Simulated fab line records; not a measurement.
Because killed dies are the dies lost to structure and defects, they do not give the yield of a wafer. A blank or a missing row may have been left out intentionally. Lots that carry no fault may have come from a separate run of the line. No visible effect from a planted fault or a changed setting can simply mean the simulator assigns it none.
Which tool is to blame? ; flow sky130 ; 27 wafers from 9 lots sampled at 2 of the route's 708 steps

== WHAT THE GAUGES READ, wafer by wafer ==
SKY_METAL3_CD_MEAS_13 targets a cd of 300 nm.
lot;measured;on;cd_nm (nm)
L527;day 38 08:23;cd_sem-02;300.8 300.3 299.7
L529;day 40 01:28;cd_sem-02;297.9 299.6 299.2
L532;day 40 13:00;cd_sem-01;300.0 301.2 301.1
L533;day 41 04:35;cd_sem-02;299.6 301.1 299.8
L539;day 43 23:29;cd_sem-01;299.9 298.3 299.1
L544;day 44 05:05;cd_sem-01;301.6 302.4 302.5
L547;day 45 12:07;cd_sem-02;302.1 301.7 302.0
L548;day 45 15:13;cd_sem-01;301.6 302.2 302.4
L549;day 45 18:34;cd_sem-01;298.6 299.2 299.4

== WHAT TOOL EACH LOT RAN ON (gives the tool, then ch and the chambers of the sampled wafers, and finally the start) ==
lot;SKY_VIA2_CMP_24
L527;cmp-01 ch 1,2,3, day 36 06:02
L529;cmp-01 ch 1,2,3, day 37 21:29
L532;cmp-01 ch 0,1,2, day 38 09:14
L533;cmp-01 ch 0,2,3, day 39 01:58
L539;cmp-01 ch 1,3, day 41 22:44
L544;cmp-02 ch 1,3, day 42 06:10
L547;cmp-02 ch 0,3, day 43 14:55
L548;cmp-02 ch 0,1,2, day 43 17:34
L549;cmp-01 ch 0,1,2, day 43 22:08
- SKY_VIA2_CMP_24: polishes, stops on SiO2, t overpolish 20 s, target thk 0 nm.

== THE ANSWER, worked out from the rows above alone ==
Rule: usual is defined by the lots themselves. The widest of any qualifying gaps counts: lots, ordered by their means at a reading, are off when they make up no more than a third of the lots, leave a main group of 4 or more, and stand apart from it by 3 or more times the standard deviation of that group's means. If all means in a main group match to the digits the tables above print for the reading, that group is not used. A lot without any number at a reading at which 4 lots or more have one is off too. The other lots that the step has rows for count as sound.
No lot is off on any of the readings shown, so nothing can be concluded from this.

== WHAT THE SIMULATOR HAD INSERTED ==
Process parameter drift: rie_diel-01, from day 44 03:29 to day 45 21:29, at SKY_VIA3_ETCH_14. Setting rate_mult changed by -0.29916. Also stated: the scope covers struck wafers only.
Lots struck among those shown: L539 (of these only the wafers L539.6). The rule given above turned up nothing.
